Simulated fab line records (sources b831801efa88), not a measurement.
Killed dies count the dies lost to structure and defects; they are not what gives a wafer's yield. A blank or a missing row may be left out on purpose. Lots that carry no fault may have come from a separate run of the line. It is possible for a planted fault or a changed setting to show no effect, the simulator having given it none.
Struck lot and sound lot, side by side :: flow sky130 :: 44 out of 708 route steps
Sound: the wafers L173.1, L173.4, L173.6. Wafers struck: L180.3, L180.4, L180.5. Last of all comes the cause.
Order at every step that has rows: each side's tool, ch and its chambers, its first start. Under that, the readings that differ: sound wafers :: struck wafers :: difference of the means :: sigmas: that difference in standard deviations of wafers without a fault.
alike: readings whose means differ by less than 2 such deviations, and words and numbers that are the same on both sides. not compared: withheld readings, readings that some wafer has no value for, bounds like >300 that may hide the same value, and numbers for which the record gives no deviation and whose values overlap.
A row with sigmas, a row that says differs or no value, or rows on one side alone: a step with any of these is where the two part. Non-overlapping numbers with no deviation appear without sigmas and do not part them. A reading that every wafer of one side lacks parts them only if that side has two wafers or more.

first, 3 steps without rows for these wafers: SKY_FIELD_ISO_CLEAN_20 (cleans in dHF, time 20 s); SKY_FIELD_ISO_WET_ETCH_21 (etches SiO2 in dHF, target depth 20 nm, time 400 s); SKY_FIELD_ISO_OXIDATION_22 (stabilise 600 s, purge 300 s, target thk 10 nm).
SKY_FIELD_ISO_THK_MEAS_23:
  sound on filmMetro-02, day 3 05:04; struck on filmMetro-02, day 4 16:53
  alike: FIELD_ISO_OXIDATION_01_THK
then, 1 step without rows for these wafers: SKY_FIELD_ISO_CVD_24 (deposits SiO2, target thk 595 nm, time 99.2 s).
SKY_FIELD_ISO_THK_MEAS_25:
  sound on filmMetro-02, day 3 05:12; struck on filmMetro-03, day 4 17:01
  alike: FIELD_ISO_CVD_24_THK
then, 1 step without rows for these wafers: SKY_FIELD_ISO_ANNEAL_26 (time 1800 s).
SKY_FIELD_ISO_CMP_27: polishes, stops on Si3N4, t overpolish 16 s, target thk 457.8 nm.
  sound on cmp-02 ch 0,1,2, day 3 07:29; struck on cmp-02 ch 1,2,3, day 4 18:37
  alike: headPressurePsi, motorCurrentA, overpolishRunS, timeToEndpointS
then, 4 steps without rows for these wafers: SKY_FIELD_ISO_WET_ETCH_28 (etches SiO2 in dHF, target depth 23.7 nm, time 47 s); SKY_FIELD_ISO_WET_ETCH_29 (etches Si3N4 in H3PO4, target depth 160 nm, time 1825 s); SKY_FIELD_ISO_WET_ETCH_30 (etches SiO2 in dHF, target depth 25 nm, time 50 s); SKY_NWELL_CLEAN_00 (cleans in SC1/SC2, time 150 s).
SKY_NWELL_OXIDATION_01: stabilise 600 s, purge 300 s, target thk 10 nm.
  sound on furnace-02 ch 0, day 3 09:42; struck on furnace-02 ch 0, day 4 21:44
  alike: oxTempCMax, spikeTcCentreC, zonePowerTopPct
SKY_NWELL_THK_MEAS_02:
  sound on filmMetro-01, day 3 11:05; struck on filmMetro-04, day 4 23:28
reading: NWELL_OXIDATION_THK (nm)
sound: 10.02 10.06 10.21
struck: 16.43 16.48 16.57
difference: +6.40
sigmas: +46
then, 8 steps without rows for these wafers: SKY_DNWELL_DEHYDRATE_00 (time 60 s); SKY_DNWELL_HMDS_01 (prime time 60 s); SKY_DNWELL_COAT_02 (resist thk 3000 nm); SKY_DNWELL_SOFTBAKE_03; SKY_DNWELL_EXPOSE_04 (exposes mask DNM, target cd 3000 nm); SKY_DNWELL_PEB_05; SKY_DNWELL_DEVELOP_06 (develop time 60 s); SKY_DNWELL_IMPLANT_07.
SKY_DNWELL_STRIP_08: strips in O2/N2.
  the record has rows for the sound wafers here (plasmaAsher-02 ch 0,1, day 4 03:17) and none for the struck ones
SKY_DNWELL_TW_MEAS_09:
  the record has rows for the sound wafers here (filmMetro-03, day 4 03:23) and none for the struck ones
then, 7 steps without rows for these wafers: SKY_PWDE_DEHYDRATE_00 (time 60 s); SKY_PWDE_HMDS_01 (prime time 60 s); SKY_PWDE_COAT_02 (resist thk 3000 nm); SKY_PWDE_SOFTBAKE_03; SKY_PWDE_EXPOSE_04 (exposes mask PWDEM, target cd 840 nm); SKY_PWDE_PEB_05; SKY_PWDE_DEVELOP_06 (develop time 60 s).
SKY_PWDE_OVL_MEAS_07:
  the record has rows for the sound wafers here (overlay-01, day 4 20:09) and none for the struck ones
after that, 1 step had no rows for these wafers: SKY_PWDE_IMPLANT_08.
SKY_PWDE_STRIP_09: strips in O2/N2.
  the record has rows for the sound wafers here (plasmaAsher-03 ch 0,1, day 4 20:20) and none for the struck ones
SKY_PWDE_TW_MEAS_10:
  the record has rows for the sound wafers here (filmMetro-01, day 4 20:26) and none for the struck ones
then, 7 steps without rows for these wafers: SKY_NWELL_DEHYDRATE_03 (time 60 s); SKY_NWELL_HMDS_04 (prime time 60 s); SKY_NWELL_COAT_05 (resist thk 3000 nm); SKY_NWELL_SOFTBAKE_06; SKY_NWELL_EXPOSE_07 (exposes mask NWM, target cd 840 nm); SKY_NWELL_PEB_08; SKY_NWELL_DEVELOP_09 (develop time 60 s).
SKY_NWELL_TW_MEAS_15:
  the record has rows for the sound wafers here (filmMetro-01, day 5 13:47) and none for the struck ones
SKY_PAD_OPEN_PROBE_99:
  the record has rows for the sound wafers here (prober-01, day 46 23:26) and none for the struck ones

WHERE THEY PART
Last at SKY_PAD_OPEN_PROBE_99 as far as this record goes, first at SKY_NWELL_THK_MEAS_02.

WHY: whatever the simulator had introduced
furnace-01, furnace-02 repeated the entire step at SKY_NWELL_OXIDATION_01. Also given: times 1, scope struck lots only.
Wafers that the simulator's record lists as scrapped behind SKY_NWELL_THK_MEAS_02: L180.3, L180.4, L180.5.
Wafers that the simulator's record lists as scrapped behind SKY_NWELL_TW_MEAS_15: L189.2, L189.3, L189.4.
